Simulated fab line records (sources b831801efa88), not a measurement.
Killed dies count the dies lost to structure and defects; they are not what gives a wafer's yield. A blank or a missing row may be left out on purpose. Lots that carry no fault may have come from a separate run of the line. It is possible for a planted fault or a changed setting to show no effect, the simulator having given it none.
Which tool did it? ; flow sky130 ; 11 lots with 33 wafers sampled at 2 steps, on a route of 708 steps

WHAT THE GAUGES SHOWED, per wafer
SKY_LDD_HVN_OVL_MEAS_07.
lot;measured;on;LDD_HVN_OVL (nm)
L587;day 20 16:31;overlay-02;-3.0 -2.0 -3.6
L589;day 21 12:22;overlay-01;-2.3 -3.5 -3.0
L588;day 21 16:01;overlay-01;-0.6 0.5 -1.9
L595;day 23 11:26;overlay-02;-0.6 -1.2 0.8
L596;day 23 17:08;overlay-01;-72.7 -73.0 -72.3
L597;day 24 05:37;overlay-01;-72.5 -73.2 -71.9
L599;day 24 20:43;overlay-01;1.1 0.0 2.1
L600;day 25 07:02;overlay-01;-1.9 -0.4 -0.9
L601;day 25 10:32;overlay-02;-1.2 -0.7 -1.5
L603;day 26 00:05;overlay-02;0.8 -2.3 -2.0
L610;day 28 11:50;overlay-02;1.3 -2.0 1.2

WHAT TOOL EACH LOT RAN ON (gives the tool, then ch and the chambers of the sampled wafers, and finally the start)
lot;SKY_LDD_HVN_EXPOSE_04
L587;ilineStepper-01 ch 0, day 20 01:31
L589;ilineStepper-02 ch 0, day 20 21:24
L588;ilineStepper-02 ch 0, day 21 00:40
L595;ilineStepper-02 ch 0, day 22 20:25
L596;ilineStepper-01 ch 0, day 23 02:33
L597;ilineStepper-01 ch 0, day 23 15:10
L599;ilineStepper-02 ch 0, day 24 06:32
L600;ilineStepper-02 ch 0, day 24 16:26
L601;ilineStepper-02 ch 0, day 24 19:52
L603;ilineStepper-02 ch 0, day 25 09:52
L610;ilineStepper-02 ch 0, day 27 21:51
- SKY_LDD_HVN_EXPOSE_04: exposes mask HVNTM, target cd 700 nm.

AS READ BY THE TOOLS THEMSELVES (means over the sampled wafers that have a number; for cases with no such wafer, the mark the record gives instead)
The record holds no such reading with a usual standard deviation.

THE ANSWER, worked out from the rows above alone
Rule: what is usual is taken from the lots themselves. Put in order of their means at a reading, lots are off if they are a third of the lots or fewer, leave a main group of 4 or more, and stand apart from it by a gap of 3 or more times the standard deviation of the main group's means; of several such gaps the widest counts. A main group is skipped when, at the precision printed for the reading in the tables above, its means are all equal. A lot without any number at a reading at which 4 lots or more have one is off too. The other lots that the step has rows for count as sound. The gauges are gone through in route order, then the tools' own readings, and for those a lot's mean is taken as printed above. The first step at which some lot is off is used, and at that step the reading that is off furthest; a lot without a number counts as furthest.
Off: at SKY_LDD_HVN_OVL_MEAS_07 (LDD_HVN_OVL), L596, L597. The main group has a mean of -1.0 nm with a standard deviation of 1.2.
If a tool, at a process step before that reading, ran all the lots that are off and no sound lot after the first of them, it fits. Those tools and the gauges at SKY_LDD_HVN_OVL_MEAS_07 are tried in the same way. One fits: ilineStepper-01 at SKY_LDD_HVN_EXPOSE_04. A fault onset in the window from L587 (day 20 01:31, its last sound lot) to L596 (day 23 02:33, its first lot off) fits.

WHAT THE SIMULATOR PUT IN
Scanner matching overlay: ilineStepper-01, from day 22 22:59 on, at SKY_LDD_HVN_EXPOSE_04. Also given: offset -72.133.
Shown lots that were struck: L596, L597. The rule given above showed the same thing.
